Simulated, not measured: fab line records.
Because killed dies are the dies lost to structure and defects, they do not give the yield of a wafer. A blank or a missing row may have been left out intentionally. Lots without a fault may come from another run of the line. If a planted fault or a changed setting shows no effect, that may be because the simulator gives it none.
Struck lot and sound lot, side by side :: flow sky130 :: 43 out of 708 route steps
Sound: wafers L127.1, L127.2, L127.3. Struck: wafer L123.3; the same lot's L123.2 was not struck, so it is left out; see the end for the cause.
Per side, at each step with rows, come the tool, then ch with its chambers, and then its first start. Under that, the readings that differ: sound wafers :: struck wafers :: difference of the means :: sigmas: that difference in standard deviations of wafers without a fault.
alike: readings with means less than 2 such deviations apart, plus words and numbers identical on both sides. not compared: withheld readings, readings lacking a value on some wafer, bounds such as >300 that could conceal the same value, and numbers that have no deviation in the record and whose values overlap.
The two part at a step that has a row with sigmas, a row that says differs or no value, or rows on one side only. Numbers that have no deviation but don't overlap get no sigmas and don't part them. A reading missing from all wafers of one side parts the sides only when that side holds two or more wafers.

SKY_VIA2_ETCH_15: etches SiO2 in C4F8/O2/Ar, stops on TiN, target depth 546 nm, time 84 s.
  sound on rie_diel-04 ch 0,2,3, day 40 19:52; struck on rie_diel-03 ch 1, day 39 13:15
  alike: bias_w, chamber_pressure_mTorr, oes_product_au
  not compared: rf_hours_counter_h
then, 4 steps without rows for these wafers: SKY_VIA2_STRIP_16 (strips in O2/N2); SKY_VIA2_STRIP_17 (strips in post etch residue remover, time 1200 s); SKY_VIA2_CLEAN_18 (cleans in IPA, time 180 s); SKY_VIA2_CLEAN_19 (cleans in O3/DIW).
SKY_VIA2_SPUTTER_20: material TiN, target thk 20 nm, time 80 s.
  sound on pvd_sputter-01, day 40 20:32; struck on pvd_sputter-02, day 39 13:59
  alike: throttle_valve_pct
then, 1 step without rows for these wafers: SKY_VIA2_CVD_21 (deposits W, target thk 420 nm, time 126.4 s).
SKY_VIA2_RS_MEAS_22: uses a four-point probe to measure.
  sound on film_metro-01, day 40 20:44; struck on film_metro-03, day 39 14:11
  alike: VIA2_W_RS
SKY_VIA2_THK_MEAS_23: measures by xrf.
  sound on film_metro-01, day 40 20:51; struck on film_metro-03, day 39 14:18
  alike: VIA2_W_THK
SKY_VIA2_CMP_24: polishes, stops on SiO2, t overpolish 20 s, target thk 0 nm.
  sound on cmp-02 ch 0,1,3, day 40 20:55; struck on cmp-02 ch 0, day 39 14:21
  alike: motor_current_A, overpolish_run_s, time_to_endpoint_s
SKY_METAL3_SPUTTER_00: material Ti, target thk 15 nm, time 10 s.
  sound on pvd_sputter-04, day 40 21:13; struck on pvd_sputter-01, day 39 14:39
reading: throttle_valve_pct (%)
sound: 30.8 29.9 29.1
struck: 32.4
difference: +2.5
sigmas: +2
then, 1 step without rows for these wafers: SKY_METAL3_SPUTTER_01 (material TiN, target thk 20 nm, time 16.7 s).
SKY_METAL3_SPUTTER_02: material AlCu, target thk 735 nm, time 39.1 s.
  sound on pvd_sputter-04, day 40 21:16; struck on pvd_sputter-01, day 39 14:42
reading: throttle_valve_pct (%)
sound: 30.9 30.0 29.1
struck: 32.5
difference: +2.5
sigmas: +2

reading: model.AlCu_of_METAL3_SPUTTER_02.thk_nm (nm)
sound: 724.9 725.7 724.5
struck: 1161
difference: +436
sigmas: 
then, 3 steps without rows for these wafers: SKY_METAL3_SPUTTER_03 (material Ti, target thk 5 nm, time 3.3 s); SKY_METAL3_SPUTTER_04 (material TiN, target thk 70 nm, time 58.3 s); SKY_CAPM_CVD_00 (deposits SiO2, target thk 15.5 nm).
SKY_CAPM_THK_MEAS_01:
  sound on film_metro-01, day 40 21:23; struck on film_metro-01, day 39 14:50
  alike: CAPM_CVD_00_THK
then, 1 step without rows for these wafers: SKY_CAPM_SPUTTER_02 (material TiN, target thk 200 nm, time 166.7 s).
SKY_CAPM_RS_MEAS_03: uses a four-point probe to measure.
  sound on film_metro-03, day 40 21:34; struck on film_metro-02, day 39 15:01
  alike: CAPM_TIN_RS
SKY_CAPM_THK_MEAS_04: measures by xrf.
  sound on film_metro-03, day 40 21:41; struck on film_metro-02, day 39 15:07
  alike: CAPM_TIN_THK
then, 7 steps without rows for these wafers: SKY_CAPM_DEHYDRATE_05 (time 60 s); SKY_CAPM_HMDS_06 (prime time 60 s); SKY_CAPM_COAT_07 (resist thk 1140 nm); SKY_CAPM_SOFTBAKE_08 (time 60 s); SKY_CAPM_EXPOSE_09 (exposes mask CAPM, target cd 1000 nm); SKY_CAPM_PEB_10; SKY_CAPM_DEVELOP_11 (develop time 60 s).
SKY_CAPM_OVL_MEAS_12:
  sound on overlay-01, day 41 21:34; struck on overlay-01, day 40 15:44
  alike: CAPM_OVL
then, 1 step without rows for these wafers: SKY_CAPM_METAL_ETCH_13 (etches TiN in Cl2/BCl3, stops on SiO2, target depth 220 nm, time 62.9 s).
SKY_CAPM_STRIP_14: strips in O2/N2.
  sound on plasma_asher-01 ch 0,1, day 41 21:41; struck on plasma_asher-02 ch 0, day 40 15:50
reading: strip_time_to_endpoint_s (s)
sound: 12.68 12.65 12.63
struck: 12.76
difference: +0.11
sigmas: +2
  alike: chamber_pressure_mTorr, drypump_motor_current_A, oes_product_au
  not compared: rf_hours_counter_h
then, 11 steps without rows for these wafers: SKY_CAPM_STRIP_15 (strips in post etch residue remover, time 1200 s); SKY_CAPM_CLEAN_16 (cleans in IPA, time 180 s); SKY_CAPM_CLEAN_17 (cleans in O3/DIW); SKY_METAL3_DEHYDRATE_05 (time 60 s); SKY_METAL3_HMDS_06 (prime time 60 s); SKY_METAL3_COAT_07 (resist thk 60 nm); SKY_METAL3_COAT_08 (resist thk 1140 nm); SKY_METAL3_SOFTBAKE_09 (time 90 s); SKY_METAL3_EXPOSE_10 (exposes mask MM3, target cd 300 nm); SKY_METAL3_PEB_11; SKY_METAL3_DEVELOP_12 (develop time 60 s).
SKY_METAL3_CD_MEAS_13 targets a cd of 300 nm.
  sound on cd_sem-02, day 42 21:32; struck on cd_sem-02, day 41 16:17
reading: cd_nm (nm)
sound: 299.5 298.6 298.0
struck: 302.7
difference: +4.0
sigmas: +3
SKY_METAL3_METAL_ETCH_18: etches the open film in Cl2/BCl3, stops on SiO2, target depth 845 nm, time 183.1 s.
  sound on rie_metal-04 ch 0,1, day 42 21:50; struck on rie_metal-04 ch 0, day 41 16:34
reading: oes_product_au (a.u.)
sound: 0.859 0.859 0.859
struck: 0.991
difference: +0.132
sigmas: +22

reading: throttle_valve_pct (%)
sound: 22.261 22.270 22.239
struck: 22.276
difference: +0.019
sigmas: +2
  alike: bias_w, chamber_pressure_mTorr, drypump_motor_current_A
  not compared: rf_hours_counter_h

WHERE THEY PART
Earliest at SKY_METAL3_SPUTTER_00; latest, in this record, at SKY_METAL3_METAL_ETCH_18.

WHY: whatever the simulator had introduced
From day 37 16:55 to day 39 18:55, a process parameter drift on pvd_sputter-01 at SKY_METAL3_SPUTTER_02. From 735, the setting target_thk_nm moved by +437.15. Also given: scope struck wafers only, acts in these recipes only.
